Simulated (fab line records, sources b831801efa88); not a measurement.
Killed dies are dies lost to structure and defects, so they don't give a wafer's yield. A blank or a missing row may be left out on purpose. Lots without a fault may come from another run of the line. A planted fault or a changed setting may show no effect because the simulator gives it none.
Problem report in the 8D (eight disciplines) form, filled by code | flow sfq_line | the parts of the form that need people (team, actions taken, sign-off) are left out

1. THE PROBLEM
run_length_s at SFQ_TRILAYER_M0_ETCH_METAL_ETCH_024 reads a mean of 166.1 s on 3 wafers of 2 lots; wafers without a fault read 148.6 s with a standard deviation of 0.74. That is +24 standard deviations from the usual mean.
The step: etches Nb in Cl2/Ar, stops on SiO2, target depth 240 nm, time 120 s.
First seen on wafer L677.6, day 9 08:47, on rie_metal-01. The record holds 18 wafers of 6 lots with a number at this step. Rule for "out", or "out of limits": more than 4 standard deviations from the usual mean. The other wafers with a number count as sound.

2. WHAT IT IS AND WHAT IT IS NOT
question                    | is                           | is not
which readings at this step | run_length_s, oes_product_au | drypump_motor_current_A, rf_fwd_power_W
which lots                  | L677, L679                   | L673, L684, L694, L695
which wafers of those lots  | L677.6, L679.3, L679.5       | L677.3, L677.5, L679.1
read on which tools         | rie_metal-01                 | rie_metal-02
when                        | from day 9 08:47             | up to then (5 sound wafers); but 10 sound wafers of L679, L684, L694, L695 came after

3. SUSPECTS, AND WHAT RULES EACH OUT
Counting: a tool at a process step up to the reading stays a suspect if it ran every lot that is out. Sound lots after the first of them don't rule it out here, since some wafers of a struck lot are sound.
- rie_metal-01 at SFQ_TRILAYER_M0_BARC_OPEN_METAL_ETCH_031 (etches BARC in O2, target depth 125 nm, time 41.7 s): kept. It ran every lot that is out, first L677 (day 9 08:43); its last sound lot up to then is L673 (day 8 12:29).
- rie_metal-01 at SFQ_TRILAYER_M0_ETCH_METAL_ETCH_024 (etches Nb in Cl2/Ar, stops on SiO2, target depth 240 nm, time 120 s): kept. It ran every lot that is out, first L677 (day 9 08:47); its last sound lot up to then is L673 (day 8 12:33). Its own readings are out on those wafers: oes_product_au, run_length_s.
- Within rie_metal-01 at SFQ_TRILAYER_M0_BARC_OPEN_METAL_ETCH_031: the wafers that are out ran in chamber 1; their sound lot-mates ran in chamber 0.
- Within rie_metal-01 at SFQ_TRILAYER_M0_ETCH_METAL_ETCH_024: the wafers that are out ran in chamber 1; their sound lot-mates ran in chamber 0.
Left after counting: rie_metal-01 at SFQ_TRILAYER_M0_BARC_OPEN_METAL_ETCH_031, rie_metal-01 at SFQ_TRILAYER_M0_ETCH_METAL_ETCH_024.

4. THE CAUSE (what the simulator had put in)
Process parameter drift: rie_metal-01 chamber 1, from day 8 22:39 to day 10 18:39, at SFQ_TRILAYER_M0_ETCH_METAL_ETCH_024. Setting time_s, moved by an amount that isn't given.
Counting left 2 suspects, and this tool is among them.

5. THE CHAIN OF EFFECTS, in route order
Each row: a reading whose mean over the struck wafers that have a number lies more than 3 standard deviations from the usual. Only readings for which the record gives a usual standard deviation are gone through. hours: the time from each lot's start at the first step in this table that gives one to its start at this step, as a median over the lots. sigmas: the change in usual standard deviations.
hours | step                                | reading        | usual      | on struck wafers | change | sigmas
0     | SFQ_TRILAYER_M0_ETCH_METAL_ETCH_024 | oes_product_au | 0.893 a.u. | 0.825            | -0.068 | -10
0     | SFQ_TRILAYER_M0_ETCH_METAL_ETCH_024 | run_length_s   | 148.6 s    | 166.1            | +17.5  | +24
The process steps in it:
- SFQ_TRILAYER_M0_ETCH_METAL_ETCH_024: etches Nb in Cl2/Ar, stops on SiO2, target depth 240 nm, time 120 s.

6. WHAT WOULD HAVE CAUGHT IT SOONER
In this record the first reading out of limits was taken at day 9 08:47, 10 hours after the fault began at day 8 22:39.
